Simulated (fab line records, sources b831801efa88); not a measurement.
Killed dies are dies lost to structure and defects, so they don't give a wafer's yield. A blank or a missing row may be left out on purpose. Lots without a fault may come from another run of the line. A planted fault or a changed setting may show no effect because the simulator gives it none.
Which tool did it? | flow gf180mcu | 11 lots, 33 wafers sampled, at 6 steps of a route of 602

WHAT THE GAUGES READ, wafer by wafer
GF_HV_LDD_CD_MEAS_19: target cd 400 nm.
lot  | measured     | on        | cd_nm (nm)
L477 | day 11 00:01 | cd_sem-02 | 398.4 396.4 397.9
L478 | day 11 00:39 | cd_sem-02 | 400.7 397.6 396.4
L479 | day 11 12:47 | cd_sem-02 | 399.9 399.2 403.9
L481 | day 12 07:17 | cd_sem-02 | 402.9 402.4 404.1
L483 | day 12 19:34 | cd_sem-01 | 404.0 403.6 402.1
L486 | day 13 19:50 | cd_sem-01 | 405.0 402.9 403.1
L488 | day 14 06:45 | cd_sem-01 | 398.8 398.4 399.8
L491 | day 15 06:20 | cd_sem-02 | 406.4 403.1 403.2
L494 | day 16 05:12 | cd_sem-02 | 399.5 398.6 400.4
L495 | day 16 13:23 | cd_sem-01 | 400.5 401.2 402.4
L500 | day 17 22:44 | cd_sem-01 | 400.8 401.4 400.6

GF_HV_LDD_TW_MEAS_38.
lot  | measured     | on            | HV_LDD_3_TW
L477 | day 11 20:10 | film_metro-03 | 1434 1428 1425
L478 | day 11 21:26 | film_metro-03 | 1420 1429 1431
L479 | day 12 09:28 | film_metro-03 | 1422 1415 1422
L481 | day 13 03:33 | film_metro-02 | 1427 1435 1439
L483 | day 13 15:36 | film_metro-01 | 1456 1461 1457
L486 | day 14 17:43 | film_metro-03 | 1425 1429 1422
L488 | day 15 04:45 | film_metro-02 | 1441 1433 1438
L491 | day 16 04:46 | film_metro-01 | 1456 1458 1449
L494 | day 17 04:29 | film_metro-02 | 1394 1398 1396
L495 | day 17 13:31 | film_metro-03 | 1400 1400 1404
L500 | day 19 06:14 | film_metro-02 | 1434 1435 1430

GF_HV_LDD_RS_MEAS_53: measures by four-point-probe.
lot  | measured     | on            | HV_LDD_RS (ohm/sq)
L477 | day 12 15:49 | film_metro-01 | 412.5 412.7 412.9
L478 | day 12 17:02 | film_metro-03 | 414.2 415.0 414.2
L479 | day 13 05:28 | film_metro-02 | 413.2 411.9 412.4
L481 | day 13 23:30 | film_metro-01 | 412.5 413.2 412.2
L483 | day 14 12:16 | film_metro-03 | 411.2 411.7 412.5
L486 | day 15 16:08 | film_metro-01 | 413.5 412.5 412.0
L488 | day 16 03:12 | film_metro-02 | 411.6 411.6 413.2
L491 | day 17 03:01 | film_metro-02 | 411.6 412.5 413.8
L494 | day 18 04:03 | film_metro-02 | 418.9 418.6 418.7
L495 | day 18 13:44 | film_metro-03 | 418.8 418.4 419.6
L500 | day 20 07:32 | film_metro-01 | 412.7 412.0 412.4

WHICH TOOL RAN EACH LOT (tool, then ch and the chambers of the sampled wafers, then the start)
lot  | GF_DUAL_GATE_STRIP_13                | GF_HV_LDD_STRIP_10                   | GF_HV_LDD_IMPLANT_34
L477 | plasma_asher-04 ch 0,1, day 8 12:46  | plasma_asher-01 ch 0,1, day 10 06:06 | implanter-03 ch 0, day 11 19:37
L478 | plasma_asher-04 ch 0,1, day 8 16:04  | plasma_asher-02 ch 0,1, day 10 06:55 | implanter-02 ch 0, day 11 20:55
L479 | plasma_asher-04 ch 0,1, day 9 00:47  | plasma_asher-02 ch 0,1, day 10 18:17 | implanter-01 ch 0, day 12 08:57
L481 | plasma_asher-02 ch 0,1, day 9 16:44  | plasma_asher-02 ch 0,1, day 11 12:27 | implanter-02 ch 0, day 13 03:00
L483 | plasma_asher-04 ch 0,1, day 10 04:35 | plasma_asher-01 ch 0,1, day 12 00:32 | implanter-02 ch 0, day 13 15:06
L486 | plasma_asher-02 ch 0,1, day 11 02:23 | plasma_asher-04 ch 0,1, day 12 23:47 | implanter-02 ch 0, day 14 17:12
L488 | plasma_asher-04 ch 0,1, day 11 11:32 | plasma_asher-04 ch 0,1, day 13 09:54 | implanter-03 ch 0, day 15 04:12
L491 | plasma_asher-04 ch 0,1, day 12 10:02 | plasma_asher-02 ch 0,1, day 14 09:16 | implanter-01 ch 0, day 16 04:13
L494 | plasma_asher-04 ch 0, day 13 07:10   | plasma_asher-01 ch 1, day 15 07:58   | implanter-01 ch 0, day 17 03:56
L495 | plasma_asher-02 ch 0,1, day 13 13:11 | plasma_asher-04 ch 0,1, day 15 15:31 | implanter-01 ch 0, day 17 12:58
L500 | plasma_asher-02 ch 0,1, day 14 22:01 | plasma_asher-01 ch 0,1, day 16 23:07 | implanter-03 ch 0, day 18 23:13
- GF_DUAL_GATE_STRIP_13: strips in O2/N2.
- GF_HV_LDD_STRIP_10: strips in O2/N2.
- GF_HV_LDD_IMPLANT_34

WHAT THE TOOLS THEMSELVES READ (means of the sampled wafers that have a number; where no wafer has one, the mark that the record gives instead)
GF_DUAL_GATE_STRIP_13.
lot  | tool            | drypump_motor_current_A (A) | heater_power_w (W) | n2_flow_sccm (sccm) | oes_product_au (a.u.) | strip_time_to_endpoint_s (s)
L477 | plasma_asher-04 | 6.04                        | 336                | 299.6               | 0.718                 | 12.53
L478 | plasma_asher-04 | 6.05                        | 331                | 300.5               | 0.709                 | 12.47
L479 | plasma_asher-04 | 6.04                        | 333                | 300.2               | 0.715                 | 12.48
L481 | plasma_asher-02 | 5.73                        | 294                | 300.7               | 0.721                 | 12.48
L483 | plasma_asher-04 | 6.08                        | 328                | 300.0               | 0.717                 | 12.53
L486 | plasma_asher-02 | 5.68                        | 303                | 300.2               | 0.717                 | 12.46
L488 | plasma_asher-04 | 6.08                        | 332                | 300.3               | 0.710                 | 12.44
L491 | plasma_asher-04 | 6.05                        | 332                | 300.1               | 0.720                 | 12.51
L494 | plasma_asher-04 | 6.11                        | 327                | 298.8               | 0.715                 | 12.53
L495 | plasma_asher-02 | 5.68                        | 310                | 301.0               | 0.713                 | 12.46
L500 | plasma_asher-02 | 5.68                        | 305                | 300.1               | 0.714                 | 12.50

GF_HV_LDD_STRIP_10.
lot  | tool            | drypump_motor_current_A (A) | heater_power_w (W) | n2_flow_sccm (sccm) | oes_product_au (a.u.) | strip_time_to_endpoint_s (s)
L477 | plasma_asher-01 | 5.68                        | 321                | 300.4               | 0.718                 | 12.617
L478 | plasma_asher-02 | 5.71                        | 298                | 299.6               | 0.712                 | 12.660
L479 | plasma_asher-02 | 5.67                        | 309                | 300.4               | 0.710                 | 12.629
L481 | plasma_asher-02 | 5.73                        | 292                | 299.7               | 0.717                 | 12.631
L483 | plasma_asher-01 | 5.68                        | 323                | 300.7               | 0.713                 | 12.628
L486 | plasma_asher-04 | 6.08                        | 326                | 299.6               | 0.714                 | 12.615
L488 | plasma_asher-04 | 6.08                        | 327                | 301.0               | 0.713                 | 12.589
L491 | plasma_asher-02 | 5.67                        | 306                | 300.1               | 0.718                 | 12.664
L494 | plasma_asher-01 | 5.58                        | 394                | 299.9               | 0.715                 | 12.672
L495 | plasma_asher-04 | 6.08                        | 325                | 300.7               | 0.716                 | 12.618
L500 | plasma_asher-01 | 5.69                        | 324                | 299.8               | 0.716                 | 12.614

GF_HV_LDD_IMPLANT_34.
lot  | tool         | dose_ions_cm2 | end_station_pressure_torr (Torr) | faraday_current_uA | tilt_deg (degrees)
L477 | implanter-03 | 7.494e+12     | 5.03e-06                         | 42.4               | 29.987
L478 | implanter-02 | 7.510e+12     | 5.36e-06                         | 42.4               | 29.979
L479 | implanter-01 | 7.508e+12     | 5.16e-06                         | 42.5               | 30.008
L481 | implanter-02 | 7.507e+12     | 5.01e-06                         | 42.4               | 29.996
L483 | implanter-02 | 7.501e+12     | 4.89e-06                         | 42.3               | 30.005
L486 | implanter-02 | 7.498e+12     | 4.95e-06                         | 42.2               | 29.988
L488 | implanter-03 | 7.498e+12     | 4.97e-06                         | 41.7               | 30.008
L491 | implanter-01 | 7.503e+12     | 5.11e-06                         | 42.0               | 30.013
L494 | implanter-01 | 5.312e+12     | 5.27e-06                         | 30.0               | 29.991
L495 | implanter-01 | 5.318e+12     | 4.78e-06                         | 29.9               | 29.986
L500 | implanter-03 | 7.495e+12     | 5.23e-06                         | 41.0               | 30.006

THE ANSWER, worked out from the rows above alone
Rule: what is usual is taken from the lots themselves. Put in order of their means at a reading, lots are off if they are a third of the lots or fewer, leave a main group of 4 or more, and stand apart from it by a gap of 3 or more times the standard deviation of the main group's means; of several such gaps the widest counts. A main group whose means are all the same, to the digits that the tables above print for the reading, isn't used. A lot without any number at a reading at which 4 lots or more have one is off too. The other lots that the step has rows for count as sound. The gauges are gone through in route order, then the tools' own readings, and for those a lot's mean is taken as printed above. The first step at which some lot is off is used, and at that step the reading that is off furthest; a lot without a number counts as furthest.
Off: L494, L495, at GF_HV_LDD_RS_MEAS_53 (HV_LDD_RS). The main group: mean 412.7 ohm/sq, standard deviation 0.7.
A tool fits if, at a process step before that reading, it ran every lot that is off, and no sound lot after the first of them. The gauges at GF_HV_LDD_RS_MEAS_53 aren't tried: what is off there is off at GF_HV_LDD_IMPLANT_34 too, on other tools, and a gauge's error can't cause that. One fits: implanter-01 at GF_HV_LDD_IMPLANT_34. Its last sound lot is L491 (day 16 04:13), its first lot that is off L494 (day 17 03:56): a fault that began between those two fits.
The tool's own readings at GF_HV_LDD_IMPLANT_34 bear it out: on the lots that are off they differ by more than 5 times the standard deviation of the sound lots' means. dose_ions_cm2 reads 5.315e+12 there against 7.502e+12 on the sound lots; faraday_current_uA reads 29.9 there against 42.1 on the sound lots.

WHAT THE SIMULATOR HAD PUT IN
Process parameter drift: implanter-01, from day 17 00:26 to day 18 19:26, at GF_HV_LDD_IMPLANT_34. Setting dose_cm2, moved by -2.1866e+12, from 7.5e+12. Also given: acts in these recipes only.
Lots struck among those shown: L494, L495. The rule above found the same.
